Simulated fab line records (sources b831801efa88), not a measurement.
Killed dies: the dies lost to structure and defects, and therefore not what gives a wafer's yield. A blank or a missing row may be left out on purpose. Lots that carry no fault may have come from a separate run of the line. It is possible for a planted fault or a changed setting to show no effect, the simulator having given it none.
fab line records | flow sky130
record: lots: 15 | wafers: 45 | last_day: 50
route steps=708 shown VT_ADJUST_PCH@145 SONOS_TUNNEL@166
lots untouched by any fault: they come from a run of this same line in which no faults occurred
start_h: the number of hours between the record's first day and the start of the first shown wafer of the lot | wait_h: hours from the lot's prior step to this one | " as in the row above | L1.1+2: a row that stands for several wafers | - no value present, or no start provided | * or withheld: withheld | < > ~ a bound
route shown NAME@n: names a module that has steps shown in the file, with the first one's number in the route | usual: mean/standard deviation of fault-free wafers | same: alike in all rows | chamber/n: place in a boat | sites: readings site by site | _std_site: standard deviation of those values | _edge_site: outer sites' mean less inner sites' | radius_mm: for every site, how far away it sits from the centre of the wafer | mask NAME#n: copy n | behind: the last tool/chamber to shape the wafer | hold: what put the lot on hold/how long, in hours/how the hold closed | device: the transistor (n, p or np) that didn't switch | end of line: tests run on the same wafers once the route is complete | for a step that has no rows: nothing shown but its recipe | killed: dies lost to structure and defects at the first sort, not the wafer's yield | map: shows each die of a wafer: x if killed, . if not, _ if none is there
set.NAME: the setting as run; set.NAME@STEP: as run at that earlier step | model.NAME: the simulator's own value behind a step, which no gauge read
one table for each step of the route and one row for each wafer, over a sample of lots
== steps ==
step: SKY_VT_ADJUST_PCH_COAT_02
recipe: spin_rpm: 2000 | resist_thk_nm: 3000
usual: chill_plate_temp_C: 22.99/0.13 | dispense_pressure_kPa: 49/5
lot.wafer | tool           | chamber | start_h | wait_h | chill_plate_temp_C | dispense_pressure_kPa
L777.3    | litho_track-03 | 0       | 214.06  | 0.1    | 23.06              | 44
L777.4    | "              | 0       | "       | "      | 23.19              | 44
L777.5    | "              | 0       | "       | "      | 23.17              | 44
L778.1    | litho_track-03 | 0       | 223.56  | 0.1    | 23.08              | 44
L778.5    | "              | 0       | "       | "      | 23.04              | 44
L778.6    | "              | 0       | "       | "      | 23.09              | 44
L779.3    | litho_track-01 | 0       | 226.46  | 0.1    | 23.19              | 56
L779.4    | "              | 0       | "       | "      | 23.24              | 56
L779.6    | "              | 0       | "       | "      | 22.93              | 56
L781.4    | litho_track-03 | 0       | 260.09  | 0.1    | 22.97              | 44
L781.5    | "              | 0       | "       | "      | 22.74              | 44
L781.6    | "              | 0       | "       | "      | 22.92              | 44
L782.3    | litho_track-03 | 0       | 273.56  | 0.1    | 22.96              | 44
L782.5    | "              | 0       | "       | "      | 23.02              | 44
L782.6    | "              | 0       | "       | "      | 23.01              | 44
L788.2    | litho_track-01 | 0       | 299.44  | 0.1    | 23.04              | 56
L788.4    | "              | 0       | "       | "      | 23.10              | 56
L788.5    | "              | 0       | "       | "      | 23.17              | 56
L790.2    | litho_track-02 | 0       | 318.59  | 0.1    | 23.05              | 47
L790.4    | "              | 0       | "       | "      | 22.94              | 47
L790.5    | "              | 0       | "       | "      | 23.16              | 47
L791.1    | litho_track-03 | -       | 326.96  | 0.1    | -                  | -
L791.5    | "              | -       | "       | "      | -                  | -
L791.6    | "              | -       | "       | "      | -                  | -
L792.3    | litho_track-02 | -       | 327.87  | 0.1    | -                  | -
L792.4    | "              | -       | "       | "      | -                  | -
L792.6    | "              | -       | "       | "      | -                  | -
L793.1    | litho_track-03 | -       | 335.46  | 0.1    | -                  | -
L793.5    | "              | -       | "       | "      | -                  | -
L793.6    | "              | -       | "       | "      | -                  | -
L794.3    | litho_track-02 | 0       | 339.62  | 0.1    | 22.93              | 47
L794.5    | "              | 0       | "       | "      | 22.99              | 47
L794.6    | "              | 0       | "       | "      | 22.91              | 47
L796.1    | litho_track-03 | 0       | 362.71  | 0.1    | 22.95              | 44
L796.3    | "              | 0       | "       | "      | 22.95              | 44
L796.4    | "              | 0       | "       | "      | 22.81              | 44
L799.2    | litho_track-02 | 0       | 378.64  | 0.1    | 22.85              | 47
L799.4    | "              | 0       | "       | "      | 23.04              | 47
L799.6    | "              | 0       | "       | "      | 23.08              | 47
L798.2    | litho_track-03 | 0       | 378.84  | 0.1    | 23.27              | 44
L798.4    | "              | 0       | "       | "      | 23.14              | 44
L798.6    | "              | 0       | "       | "      | 22.96              | 44
L800.1    | litho_track-02 | 0       | 387.77  | 0.1    | 22.94              | 47
L800.3    | "              | 0       | "       | "      | 23.06              | 47
L800.4    | "              | 0       | "       | "      | 23.04              | 47
step: SKY_VT_ADJUST_PCH_OVL_MEAS_07
usual: VT_ADJUST_PCH_OVL: -0.8/1.2
lot.wafer | tool       | chamber | start_h | wait_h | VT_ADJUST_PCH_OVL[nm]
L777.3    | overlay-01 | -       | 224.57  | -      | -0.1
L777.4    | "          | -       | "       | "      | 1.4
L777.5    | "          | -       | "       | "      | 0.1
L778.1    | overlay-02 | -       | 235.61  | -      | -1.3
L778.5    | "          | -       | "       | "      | -1.4
L778.6    | "          | -       | "       | "      | -2.2
L779.3    | overlay-02 | -       | 238.47  | -      | -2.3
L779.4    | "          | -       | "       | "      | -1.2
L779.6    | "          | -       | "       | "      | -2.1
L781.4    | overlay-02 | -       | 271.53  | -      | -1.9
L781.5    | "          | -       | "       | "      | -3.1
L781.6    | "          | -       | "       | "      | -2.6
L782.3    | overlay-02 | -       | 286.82  | -      | -2.8
L782.5    | "          | -       | "       | "      | -1.6
L782.6    | "          | -       | "       | "      | -0.8
L788.2    | overlay-02 | -       | 312.97  | -      | 0.3
L788.4    | "          | -       | "       | "      | -0.4
L788.5    | "          | -       | "       | "      | 1.1
L790.2    | overlay-02 | -       | 331.27  | -      | -1.3
L790.4    | "          | -       | "       | "      | -2.0
L790.5    | "          | -       | "       | "      | 0.1
L791.1    | overlay-01 | -       | 340.27  | -      | -
L791.5    | "          | -       | "       | "      | -
L791.6    | "          | -       | "       | "      | -
L792.3    | overlay-01 | -       | 340.97  | -      | -
L792.4    | "          | -       | "       | "      | -
L792.6    | "          | -       | "       | "      | -
L793.1    | overlay-02 | -       | 348.61  | -      | -
L793.5    | "          | -       | "       | "      | -
L793.6    | "          | -       | "       | "      | -
L794.3    | overlay-01 | -       | 353.37  | -      | -0.1
L794.5    | "          | -       | "       | "      | 1.9
L794.6    | "          | -       | "       | "      | 1.8
L796.1    | overlay-01 | -       | 376.72  | -      | -1.8
L796.3    | "          | -       | "       | "      | 0.8
L796.4    | "          | -       | "       | "      | 0.4
L799.2    | overlay-02 | -       | 392.82  | -      | -1.2
L799.4    | "          | -       | "       | "      | 0.0
L799.6    | "          | -       | "       | "      | -0.8
L798.2    | overlay-01 | -       | 393.47  | -      | 0.2
L798.4    | "          | -       | "       | "      | 0.3
L798.6    | "          | -       | "       | "      | -0.5
L800.1    | overlay-02 | -       | 402.81  | -      | -1.2
L800.3    | "          | -       | "       | "      | -0.8
L800.4    | "          | -       | "       | "      | -0.8
step: SKY_SONOS_TUNNEL_TW_MEAS_12
usual: SONOS_TUNNEL_TW: 197.0/1.4
lot.wafer | tool          | chamber | start_h | wait_h | hold                     | SONOS_TUNNEL_TW
L777.3    | film_metro-03 | -       | 248.04  | 0.0    | -                        | 195.6
L777.4    | "             | -       | "       | "      | -                        | 196.9
L777.5    | "             | -       | "       | "      | -                        | 196.0
L778.1    | film_metro-04 | -       | 259.94  | 0.0    | -                        | 199.1
L778.5    | "             | -       | "       | "      | -                        | 198.6
L778.6    | "             | -       | "       | "      | -                        | 199.2
L779.3    | film_metro-03 | -       | 262.50  | 0.0    | -                        | 195.8
L779.4    | "             | -       | "       | "      | -                        | 195.6
L779.6    | "             | -       | "       | "      | -                        | 196.5
L781.4    | film_metro-03 | -       | 297.10  | 0.0    | -                        | 195.6
L781.5    | "             | -       | "       | "      | -                        | 196.1
L781.6    | "             | -       | "       | "      | -                        | 195.7
L782.3    | film_metro-01 | -       | 313.45  | 0.0    | -                        | 194.1
L782.5    | "             | -       | "       | "      | -                        | 192.9
L782.6    | "             | -       | "       | "      | -                        | 194.7
L788.2    | film_metro-04 | -       | 339.33  | 0.0    | -                        | 198.1
L788.4    | "             | -       | "       | "      | -                        | 197.7
L788.5    | "             | -       | "       | "      | -                        | 200.2
L790.2    | film_metro-04 | -       | 358.58  | 0.0    | -                        | 198.6
L790.4    | "             | -       | "       | "      | -                        | 198.1
L790.5    | "             | -       | "       | "      | -                        | 197.1
L791.1    | film_metro-03 | -       | 368.53  | 0.0    | await_dispo/0.2h/release | 211.4
L791.5    | "             | -       | "       | "      | await_dispo/0.2h/release | 211.5
L791.6    | "             | -       | "       | "      | await_dispo/0.2h/release | 212.3
L791.1    | film_metro-03 | -       | 368.76  | 0.2    | -                        | 212.2
L791.5    | "             | -       | "       | "      | -                        | 211.5
L791.6    | "             | -       | "       | "      | -                        | 212.9
L792.3    | film_metro-03 | -       | 369.14  | 0.0    | await_dispo/0.2h/release | 212.4
L792.4    | "             | -       | "       | "      | await_dispo/0.2h/release | 212.6
L792.6    | "             | -       | "       | "      | await_dispo/0.2h/release | 211.2
L792.3    | film_metro-03 | -       | 369.37  | 0.2    | -                        | 211.9
L792.4    | "             | -       | "       | "      | -                        | 212.5
L792.6    | "             | -       | "       | "      | -                        | 212.8
L793.1    | film_metro-04 | -       | 376.78  | 0.0    | await_dispo/0.2h/release | 214.4
L793.5    | "             | -       | "       | "      | await_dispo/0.2h/release | 213.6
L793.6    | "             | -       | "       | "      | await_dispo/0.2h/release | 214.1
L793.1    | film_metro-04 | -       | 377.00  | 0.2    | -                        | 215.2
L793.5    | "             | -       | "       | "      | -                        | 214.4
L793.6    | "             | -       | "       | "      | -                        | 213.7
L794.3    | film_metro-04 | -       | 382.59  | 0.0    | -                        | 199.5
L794.5    | "             | -       | "       | "      | -                        | 199.7
L794.6    | "             | -       | "       | "      | -                        | 198.3
L796.1    | film_metro-03 | -       | 405.93  | 0.0    | -                        | 196.7
L796.3    | "             | -       | "       | "      | -                        | 197.2
L796.4    | "             | -       | "       | "      | -                        | 197.6
L799.2    | film_metro-01 | -       | 421.80  | 0.0    | -                        | 194.7
L799.4    | "             | -       | "       | "      | -                        | 195.2
L799.6    | "             | -       | "       | "      | -                        | 195.3
L798.2    | film_metro-01 | -       | 422.85  | 0.0    | -                        | 195.6
L798.4    | "             | -       | "       | "      | -                        | 196.5
L798.6    | "             | -       | "       | "      | -                        | 196.0
L800.1    | film_metro-03 | -       | 432.92  | 0.0    | -                        | 196.7
L800.3    | "             | -       | "       | "      | -                        | 197.2
L800.4    | "             | -       | "       | "      | -                        | 196.6
== key ==
first_sign: step: SKY_VT_ADJUST_PCH_COAT_02 | reading: tool_record | direction: missing
effect: step: SKY_VT_ADJUST_PCH_OVL_MEAS_07 | reading: VT_ADJUST_PCH_OVL | direction: missing
effect: step: SKY_SONOS_TUNNEL_TW_MEAS_12 | reading: visit | direction: added
effect: step: SKY_SONOS_TUNNEL_TW_MEAS_12 | reading: SONOS_TUNNEL_TW | direction: up | sigmas: 11 | usual: 197.0 | struck: 212.6
met_at SKY_VT_ADJUST_PCH_COAT_02
struck_lots L791,L792,L793
sort_left_out L791.1,L791.5,L791.6,L792.3,L792.4,L792.6,L793.1,L793.5,L793.6
tester_left_out L791,L792,L793
onset_between 318.59 326.96
fault: kind: skipped_step_whole | tool: litho_track-02,litho_track-03 | chamber: - | onset_h: 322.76 | steps: SKY_VT_ADJUST_PCH_COAT_02 | scope: struck_lots_only
tester_left_out: of these lots the tester's yield and bins aren't shown, on N5 and GAA mostly nor the transistor test; their killed dies are dies lost to structure and defects alone, not to doping, threshold or leakage, so they don't give the yield
sort_left_out: the simulated sort isn't trusted on such a fault, so these wafers' sort isn't shown, and their yield isn't known
